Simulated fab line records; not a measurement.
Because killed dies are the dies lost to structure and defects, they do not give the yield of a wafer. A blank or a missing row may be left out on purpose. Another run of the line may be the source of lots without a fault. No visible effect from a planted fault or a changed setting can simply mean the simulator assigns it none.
fab line records | flow gf180mcu
record lots=11 | wafers=33 | lastDay=34
route steps=602 shown PSD@257 M1@316 V1@350
lots that met no fault: from a run of the same line without faults
startH: start of the lot's first displayed wafer, in hours after the record's first day | waitH: hours elapsed since this lot's preceding step | " repeats the value in the row above | L1.1+2: a single row standing in for several wafers | - no value present, or no start provided | * or withheld: withheld | < > ~ a bound
route shown NAME@n: names a module that has steps shown in the file, with the first one's number in the route | usual: average and standard deviation across the fault-free wafers | same: alike in all rows | chamber/n: place in a boat | sites: readings site by site | _std_site: standard deviation of those values | _edge_site: inner sites' mean taken away from outer sites' mean | radiusMm: for every site, how far away it sits from the centre of the wafer | mask NAME#n: copy n | behind: tool/chamber where the wafer was last shaped | hold: why the lot was held/for how many hours/how that ended | device: which transistor (n, p or np) failed to switch | end of line: the route-end tests of the same wafers | where a step has no rows: the recipe by itself | killed: the dies lost at the first sort to structure and to defects; this is not the yield of the wafer | map: a wafer's dies, x killed, . not, _ none there
set.NAME: the setting that was run; set.NAME@STEP: the one run at that earlier step | model.NAME: the simulator's own value behind a step, which no gauge read
steps of the route over a sample of lots; a table a step, a row a wafer
services: from which hour (startH, from the record's first day; less than 0 if before it) a tool's chamber was out of use, for how many hours, and why
## steps
# step GF_PSD_IMPLANT_09
# recipe species=BF2 | energyKev=40 | doseCm2=1.5e+15 | tiltDeg=7
# usual doseIonsCm2=1.4996e+15/1.5e+12 | endStationPressureTorr=1.18e-05/6.1e-07 | faradayCurrentUA=8270/170 | tiltDeg=7.004/0.021
lot.wafer | tool         | chamber | startH | waitH | doseIonsCm2 | endStationPressureTorr | faradayCurrentUA | tiltDeg
L831.2    | implanter-01 | 0       | 312.38 | 0.0   | 1.4991e+15  | 1.2e-05                | 8272             | 7.042
L831.4    | "            | 0       | "      | "     | 1.4965e+15  | 1.25e-05               | 8323             | 7.018
L831.6    | "            | 0       | "      | "     | 1.4997e+15  | 1.16e-05               | 8604             | 7.028
L832.2    | implanter-01 | 0       | 318.83 | 0.0   | 1.5005e+15  | 1.04e-05               | 8359             | 6.985
L832.3    | "            | 0       | "      | "     | 1.4989e+15  | 1.2e-05                | 8494             | 6.989
L832.5    | "            | 0       | "      | "     | 1.4977e+15  | 1.25e-05               | 8161             | 6.992
L837.1    | implanter-01 | 0       | 366.12 | 0.0   | 1.5539e+15  | 1.32e-05               | 8483             | 7.031
L837.2    | "            | 0       | "      | "     | 1.5545e+15  | 1.17e-05               | 8825             | 6.990
L837.6    | "            | 0       | "      | "     | 1.5516e+15  | 1.25e-05               | 8217             | 7.012
L838.1    | implanter-01 | 0       | 373.15 | 0.0   | 1.549e+15   | 1.29e-05               | 8883             | 7.004
L838.2    | "            | 0       | "      | "     | 1.5508e+15  | 1.15e-05               | 8382             | 7.006
L838.4    | "            | 0       | "      | "     | 1.5538e+15  | 1.23e-05               | 8771             | 6.993
L845.1    | implanter-02 | 0       | 437.95 | 0.0   | 1.4995e+15  | 1.18e-05               | 8198             | 6.994
L845.3    | "            | 0       | "      | "     | 1.4986e+15  | 1.07e-05               | 7998             | 7.004
L845.5    | "            | 0       | "      | "     | 1.5003e+15  | 1.09e-05               | 8536             | 6.993
L847.1    | implanter-03 | 0       | 453.02 | 0.0   | 1.4982e+15  | 1.29e-05               | 8205             | 7.001
L847.2    | "            | 0       | "      | "     | 1.5005e+15  | 1.17e-05               | 7945             | 6.972
L847.3    | "            | 0       | "      | "     | 1.5011e+15  | 1.17e-05               | 7953             | 6.985
L848.2    | implanter-01 | 0       | 468.80 | 0.0   | 1.4993e+15  | 1.1e-05                | 8175             | 7.000
L848.3    | "            | 0       | "      | "     | 1.4969e+15  | 1.15e-05               | 8077             | 6.981
L848.5    | "            | 0       | "      | "     | 1.4997e+15  | 1.12e-05               | 8182             | 6.987
L849.1    | implanter-01 | 0       | 473.01 | 0.0   | 1.5003e+15  | 1.2e-05                | 8367             | 7.028
L849.3    | "            | 0       | "      | "     | 1.4997e+15  | 1.18e-05               | 8105             | 7.002
L849.6    | "            | 0       | "      | "     | 1.4989e+15  | 1.22e-05               | 8391             | 7.017
L852.1    | implanter-01 | 0       | 490.86 | 0.0   | 1.5008e+15  | 1.23e-05               | 7889             | 7.016
L852.3    | "            | 0       | "      | "     | 1.4996e+15  | 1.26e-05               | 8184             | 7.024
L852.6    | "            | 0       | "      | "     | 1.4997e+15  | 1.12e-05               | 8299             | 7.004
L853.1    | implanter-01 | 0       | 499.85 | 0.0   | 1.5007e+15  | 1.12e-05               | 8523             | 7.048
L853.3    | "            | 0       | "      | "     | 1.5013e+15  | 1.22e-05               | 8354             | 7.038
L853.6    | "            | 0       | "      | "     | 1.4993e+15  | 1.14e-05               | 8273             | 7.019
L854.1    | implanter-01 | 0       | 507.35 | 0.0   | 1.4979e+15  | 1.11e-05               | 8311             | 7.028
L854.4    | "            | 0       | "      | "     | 1.4973e+15  | 1.19e-05               | 8448             | 6.980
L854.6    | "            | 0       | "      | "     | 1.4969e+15  | 1.18e-05               | 8263             | 7.013
# step GF_PSD_STRIP_10
# recipe chemistry=O2/N2 | powerW=1400 | pressureMtorr=1500 | platenTempC=250 | o2FlowSccm=3000 | n2FlowSccm=300 | overashFraction=0.5
# usual drypumpMotorCurrentA=6.26/0.3 | heaterPowerW=311/44 | oesProductAu=0.592/0.0044 | platenTempC=249.97/0.17 | stripTimeToEndpointS=16.51/0.038
lot.wafer | tool           | chamber | startH | waitH | drypumpMotorCurrentA | heaterPowerW | oesProductAu | platenTempC | rfHoursCounterH | stripTimeToEndpointS
L831.2    | plasmaAsher-01 | 0       | 312.50 | 0.1   | 6.12                 | 333          | 0.589        | 249.81      | 69              | 16.46
L831.4    | "              | 1       | "      | "     | 6.11                 | 274          | 0.587        | 250.26      | -               | 16.44
L831.6    | "              | 0       | "      | "     | 6.12                 | 328          | 0.594        | 249.97      | -               | 16.52
L832.2    | plasmaAsher-01 | 1       | 318.96 | 0.1   | 6.11                 | 274          | 0.592        | 250.29      | 70              | 16.54
L832.3    | "              | 1       | "      | "     | 6.11                 | 270          | 0.597        | 250.17      | -               | 16.53
L832.5    | "              | 1       | "      | "     | 6.10                 | 271          | 0.593        | 250.31      | -               | 16.50
L837.1    | plasmaAsher-03 | 0       | 366.27 | 0.1   | 6.39                 | 297          | 0.590        | 249.88      | 57              | 16.63
L837.2    | "              | 1       | "      | "     | 6.63                 | 304          | 0.595        | 250.00      | 57              | 16.64
L837.6    | "              | 0       | "      | "     | 6.38                 | 290          | 0.594        | 249.92      | -               | 16.60
L838.1    | plasmaAsher-01 | 1       | 373.30 | 0.1   | 6.11                 | 279          | 0.583        | 250.11      | 76              | 16.60
L838.2    | "              | 0       | "      | "     | 6.13                 | 335          | 0.597        | 249.88      | 76              | 16.63
L838.4    | "              | 0       | "      | "     | 6.11                 | 335          | 0.594        | 249.96      | -               | 16.63
L845.1    | plasmaAsher-01 | 0       | 438.10 | 0.1   | 6.11                 | 339          | 0.582        | 250.03      | 82              | 16.50
L845.3    | "              | 0       | "      | "     | 6.11                 | 337          | 0.596        | 250.21      | -               | 16.50
L845.5    | "              | 1       | "      | "     | 6.11                 | 268          | 0.597        | 250.07      | -               | 16.45
L847.1    | plasmaAsher-04 | 1       | 453.17 | 0.1   | 5.93                 | 289          | 0.595        | 249.84      | 2               | 16.52
L847.2    | "              | 0       | "      | "     | 5.79                 | 438          | 0.592        | 249.90      | 2               | 16.52
L847.3    | "              | 1       | "      | "     | 5.92                 | 290          | 0.584        | 250.04      | -               | 16.54
L848.2    | plasmaAsher-03 | 0       | 468.92 | 0.1   | 6.41                 | 290          | 0.592        | 249.76      | 67              | 16.50
L848.3    | "              | 0       | "      | "     | 6.38                 | 293          | 0.600        | 249.72      | -               | 16.55
L848.5    | "              | 1       | "      | "     | 6.63                 | 301          | 0.584        | 250.46      | -               | 16.60
L849.1    | plasmaAsher-03 | 0       | 473.16 | 0.1   | 6.41                 | 291          | 0.598        | 250.05      | 68              | 16.48
L849.3    | "              | 1       | "      | "     | 6.61                 | 302          | 0.590        | 250.07      | -               | 16.46
L849.6    | "              | 1       | "      | "     | 6.65                 | 300          | 0.590        | 250.17      | -               | 16.48
L852.1    | plasmaAsher-03 | 0       | 491.01 | 0.1   | 6.41                 | 286          | 0.598        | 249.76      | 70              | 16.49
L852.3    | "              | 0       | "      | "     | 6.43                 | 296          | 0.590        | 249.69      | -               | 16.49
L852.6    | "              | 1       | "      | "     | 6.57                 | 308          | 0.595        | 250.26      | -               | 16.48
L853.1    | plasmaAsher-03 | 0       | 500.00 | 0.1   | 6.38                 | 298          | 0.591        | 250.15      | 71              | 16.51
L853.3    | "              | 1       | "      | "     | 6.62                 | 294          | 0.593        | 249.91      | -               | 16.52
L853.6    | "              | 0       | "      | "     | 6.37                 | 294          | 0.583        | 250.09      | -               | 16.50
L854.1    | plasmaAsher-04 | 1       | 507.50 | 0.1   | 5.90                 | 284          | 0.594        | 250.22      | 9               | 16.48
L854.4    | "              | 1       | "      | "     | 5.92                 | 294          | 0.591        | 249.86      | -               | 16.48
L854.6    | "              | 0       | "      | "     | 5.80                 | 432          | 0.591        | 250.16      | -               | 16.48
# step GF_PSD_RS_MEAS_15
# recipe thkMeasGauge=four-point-probe
# usual PSD_RS=108.63/0.24
lot.wafer | tool         | chamber | startH | waitH | PSD_RS[ohm/sq]
L831.2    | filmMetro-03 | -       | 312.94 | 0.1   | 108.55
L831.4    | "            | -       | "      | "     | 108.73
L831.6    | "            | -       | "      | "     | 108.66
L832.2    | filmMetro-02 | -       | 319.39 | 0.1   | 108.32
L832.3    | "            | -       | "      | "     | 108.39
L832.5    | "            | -       | "      | "     | 108.33
L837.1    | filmMetro-04 | -       | 366.70 | 0.1   | 108.02
L837.2    | "            | -       | "      | "     | 107.70
L837.6    | "            | -       | "      | "     | 108.07
L838.1    | filmMetro-02 | -       | 373.73 | 0.1   | 107.76
L838.2    | "            | -       | "      | "     | 107.89
L838.4    | "            | -       | "      | "     | 107.80
L845.1    | filmMetro-03 | -       | 438.52 | 0.1   | 108.08
L845.3    | "            | -       | "      | "     | 108.44
L845.5    | "            | -       | "      | "     | 108.13
L847.1    | filmMetro-02 | -       | 453.59 | 0.1   | 108.86
L847.2    | "            | -       | "      | "     | 108.71
L847.3    | "            | -       | "      | "     | 109.03
L848.2    | filmMetro-02 | -       | 469.36 | 0.1   | 108.56
L848.3    | "            | -       | "      | "     | 108.40
L848.5    | "            | -       | "      | "     | 108.49
L849.1    | filmMetro-04 | -       | 473.57 | 0.1   | 108.42
L849.3    | "            | -       | "      | "     | 108.51
L849.6    | "            | -       | "      | "     | 108.64
L852.1    | filmMetro-04 | -       | 491.42 | 0.1   | 108.48
L852.3    | "            | -       | "      | "     | 108.61
L852.6    | "            | -       | "      | "     | 108.43
L853.1    | filmMetro-02 | -       | 500.42 | 0.1   | 108.51
L853.3    | "            | -       | "      | "     | 108.52
L853.6    | "            | -       | "      | "     | 108.22
L854.1    | filmMetro-03 | -       | 507.93 | 0.1   | 108.96
L854.4    | "            | -       | "      | "     | 108.83
L854.6    | "            | -       | "      | "     | 108.97
# step GF_M1_SPUTTER_01
# recipe material=TiN | targetThkNm=30 | powerW=6500 | timeS=25 | chamberPressurePa=0.4
# usual throttleValvePct=29.9/1
lot.wafer | tool          | chamber | startH | waitH | throttleValvePct
L831.2    | pvdSputter-01 | -       | 358.61 | 0.1   | 30.3
L831.4    | "             | -       | "      | "     | 30.3
L831.6    | "             | -       | "      | "     | 30.1
L832.2    | pvdSputter-03 | -       | 365.67 | 0.1   | 30.9
L832.3    | "             | -       | "      | "     | 29.4
L832.5    | "             | -       | "      | "     | 29.2
L837.1    | pvdSputter-02 | -       | 416.12 | 0.1   | 29.2
L837.2    | "             | -       | "      | "     | 30.0
L837.6    | "             | -       | "      | "     | 29.9
L838.1    | pvdSputter-01 | -       | 423.73 | 0.1   | 30.2
L838.2    | "             | -       | "      | "     | 29.9
L838.4    | "             | -       | "      | "     | 29.7
L845.1    | pvdSputter-02 | -       | 488.57 | 0.1   | 32.2
L845.3    | "             | -       | "      | "     | 28.9
L845.5    | "             | -       | "      | "     | 28.9
L847.1    | pvdSputter-02 | -       | 504.28 | 0.1   | 29.9
L847.2    | "             | -       | "      | "     | 28.9
L847.3    | "             | -       | "      | "     | 30.3
L848.2    | pvdSputter-02 | -       | 519.39 | 0.1   | 29.8
L848.3    | "             | -       | "      | "     | 30.0
L848.5    | "             | -       | "      | "     | 29.7
L849.1    | pvdSputter-03 | -       | 523.40 | 0.1   | 29.2
L849.3    | "             | -       | "      | "     | 28.4
L849.6    | "             | -       | "      | "     | 28.3
L852.1    | pvdSputter-02 | -       | 540.56 | 0.1   | 32.1
L852.3    | "             | -       | "      | "     | 30.2
L852.6    | "             | -       | "      | "     | 29.9
L853.1    | pvdSputter-02 | -       | 549.13 | 0.1   | 29.8
L853.3    | "             | -       | "      | "     | 28.9
L853.6    | "             | -       | "      | "     | 29.8
L854.1    | pvdSputter-01 | -       | 556.43 | 0.1   | 30.1
L854.4    | "             | -       | "      | "     | 30.6
L854.6    | "             | -       | "      | "     | 29.9
# step GF_V1_OVL_MEAS_15
# usual V1_OVL=-2/4.3
lot.wafer | tool       | chamber | startH | waitH | V1_OVL[nm]
L831.2    | overlay-01 | -       | 405.89 | 0.1   | 0
L831.4    | "          | -       | "      | "     | -5
L831.6    | "          | -       | "      | "     | 0
L832.2    | overlay-01 | -       | 413.08 | 0.1   | -4
L832.3    | "          | -       | "      | "     | -7
L832.5    | "          | -       | "      | "     | -6
L837.1    | overlay-02 | -       | 465.82 | 0.1   | 5
L837.2    | "          | -       | "      | "     | 1
L837.6    | "          | -       | "      | "     | 4
L838.1    | overlay-02 | -       | 473.87 | 0.1   | 1
L838.2    | "          | -       | "      | "     | 7
L838.4    | "          | -       | "      | "     | -2
L845.1    | overlay-01 | -       | 536.81 | 0.1   | -8
L845.3    | "          | -       | "      | "     | -1
L845.5    | "          | -       | "      | "     | -10
L847.1    | overlay-02 | -       | 552.28 | 0.1   | 5
L847.2    | "          | -       | "      | "     | -2
L847.3    | "          | -       | "      | "     | 2
L848.2    | overlay-02 | -       | 566.62 | 0.1   | 1
L848.3    | "          | -       | "      | "     | -1
L848.5    | "          | -       | "      | "     | -4
L849.1    | overlay-02 | -       | 569.43 | 0.1   | -4
L849.3    | "          | -       | "      | "     | -4
L849.6    | "          | -       | "      | "     | -3
L852.1    | overlay-01 | -       | 585.23 | 0.1   | -1
L852.3    | "          | -       | "      | "     | -1
L852.6    | "          | -       | "      | "     | 0
L853.1    | overlay-02 | -       | 598.06 | 0.1   | 8
L853.3    | "          | -       | "      | "     | 4
L853.6    | "          | -       | "      | "     | 4
L854.1    | overlay-02 | -       | 600.81 | 0.1   | 2
L854.4    | "          | -       | "      | "     | -1
L854.6    | "          | -       | "      | "     | -3
# step GF_V1_SPUTTER_21
# recipe material=Ti | targetThkNm=15 | chamberPressurePa=5 | powerW=2500 | substrateTempC=200 | timeS=80.02
# usual throttleValvePct=29.7/1
lot.wafer | tool          | chamber | startH | waitH | throttleValvePct
L831.2    | pvdSputter-04 | -       | 406.58 | 0.0   | 29.7
L831.4    | "             | -       | "      | "     | 28.9
L831.6    | "             | -       | "      | "     | 29.5
L832.2    | pvdSputter-04 | -       | 413.77 | 0.0   | 29.6
L832.3    | "             | -       | "      | "     | 28.5
L832.5    | "             | -       | "      | "     | 30.1
L837.1    | pvdSputter-03 | -       | 466.55 | 0.0   | 28.2
L837.2    | "             | -       | "      | "     | 29.5
L837.6    | "             | -       | "      | "     | 29.5
L838.1    | pvdSputter-02 | -       | 474.60 | 0.0   | 28.9
L838.2    | "             | -       | "      | "     | 32.2
L838.4    | "             | -       | "      | "     | 29.8
L845.1    | pvdSputter-02 | -       | 537.52 | 0.0   | 29.7
L845.3    | "             | -       | "      | "     | 30.0
L845.5    | "             | -       | "      | "     | 30.0
L847.1    | pvdSputter-02 | -       | 553.02 | 0.0   | 29.1
L847.2    | "             | -       | "      | "     | 30.0
L847.3    | "             | -       | "      | "     | 29.9
L848.2    | pvdSputter-03 | -       | 567.32 | 0.0   | 28.7
L848.3    | "             | -       | "      | "     | 29.4
L848.5    | "             | -       | "      | "     | 31.1
L849.1    | pvdSputter-04 | -       | 570.13 | 0.0   | 28.9
L849.3    | "             | -       | "      | "     | 29.6
L849.6    | "             | -       | "      | "     | 30.0
L852.1    | pvdSputter-02 | -       | 585.93 | 0.0   | 32.3
L852.3    | "             | -       | "      | "     | 30.6
L852.6    | "             | -       | "      | "     | 32.0
L853.1    | pvdSputter-03 | -       | 598.79 | 0.0   | 29.5
L853.3    | "             | -       | "      | "     | 31.1
L853.6    | "             | -       | "      | "     | 29.2
L854.1    | pvdSputter-04 | -       | 601.51 | 0.0   | 29.0
L854.4    | "             | -       | "      | "     | 29.7
L854.6    | "             | -       | "      | "     | 30.0
## services
tool           | chamber | startH | hours | kind
implanter-02   | -       | 291.25 | 5.2   | repair
implanter-01   | -       | 368.95 | 1.7   | repair
implanter-02   | -       | 382.27 | 2.5   | repair
pvdSputter-01  | -       | 392.43 | 2.8   | repair
pvdSputter-03  | -       | 402.42 | 23.9  | repair
pvdSputter-04  | -       | 402.93 | 3.2   | repair
implanter-01   | -       | 408.58 | 4.7   | pm
implanter-02   | -       | 413.83 | 6.5   | repair
plasmaAsher-04 | -       | 421.25 | 9.0   | pm
implanter-02   | -       | 429.87 | 2.2   | repair
implanter-01   | -       | 441.82 | 1.6   | repair
implanter-02   | -       | 481.40 | 5.1   | pm
implanter-03   | -       | 484.94 | 4.6   | pm
pvdSputter-03  | -       | 497.74 | 0.7   | repair
pvdSputter-03  | -       | 499.97 | 1.3   | repair
pvdSputter-04  | -       | 509.58 | 9.4   | repair
plasmaAsher-01 | -       | 522.07 | 3.6   | repair
implanter-03   | -       | 525.51 | 19.8  | repair
plasmaAsher-04 | -       | 543.57 | 1.5   | repair
implanter-03   | -       | 547.51 | 1.1   | repair
pvdSputter-01  | -       | 551.39 | 0.6   | repair
pvdSputter-01  | -       | 564.39 | 0.5   | repair
pvdSputter-03  | -       | 574.31 | 8.6   | repair
implanter-02   | -       | 576.84 | 2.1   | pm
## key
firstSign step=GF_PSD_IMPLANT_09 | reading=doseIonsCm2 | direction=up | sigmas=36 | usual=1.4996e+15 | struck=1.5523e+15
effect step=GF_PSD_IMPLANT_09 | reading=faradayCurrentUA | direction=up | sigmas=1.9 | usual=8270 | struck=8594
effect step=GF_PSD_STRIP_10 | reading=stripTimeToEndpointS | direction=up | sigmas=2.9 | usual=* | struck=*
effect step=GF_PSD_RS_MEAS_15 | reading=PSD_RS | direction=down | sigmas=3.1 | usual=108.63 | struck=107.87
metAt GF_PSD_IMPLANT_09
struckLots L837,L838
testerLeftOut L837,L838
notActingAt GF_M1_SPUTTER_01,GF_V1_OVL_MEAS_15,GF_V1_SPUTTER_21
onsetBetween 318.83 366.12
fault kind=processParameterDrift | tool=implanter-01 | chamber=- | onsetH=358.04 | steps=GF_PSD_IMPLANT_09 | channel=doseCm2 | offset=5.2293e+13 | shape=step | endH=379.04 | actsIn=theseRecipesOnly | stated=1.5e+15
# testerLeftOut: of these lots the tester's yield and bins aren't shown, on N5 and GAA mostly nor the transistor test; their killed dies are dies lost to structure and defects alone, not to doping, threshold or leakage, so they don't give the yield
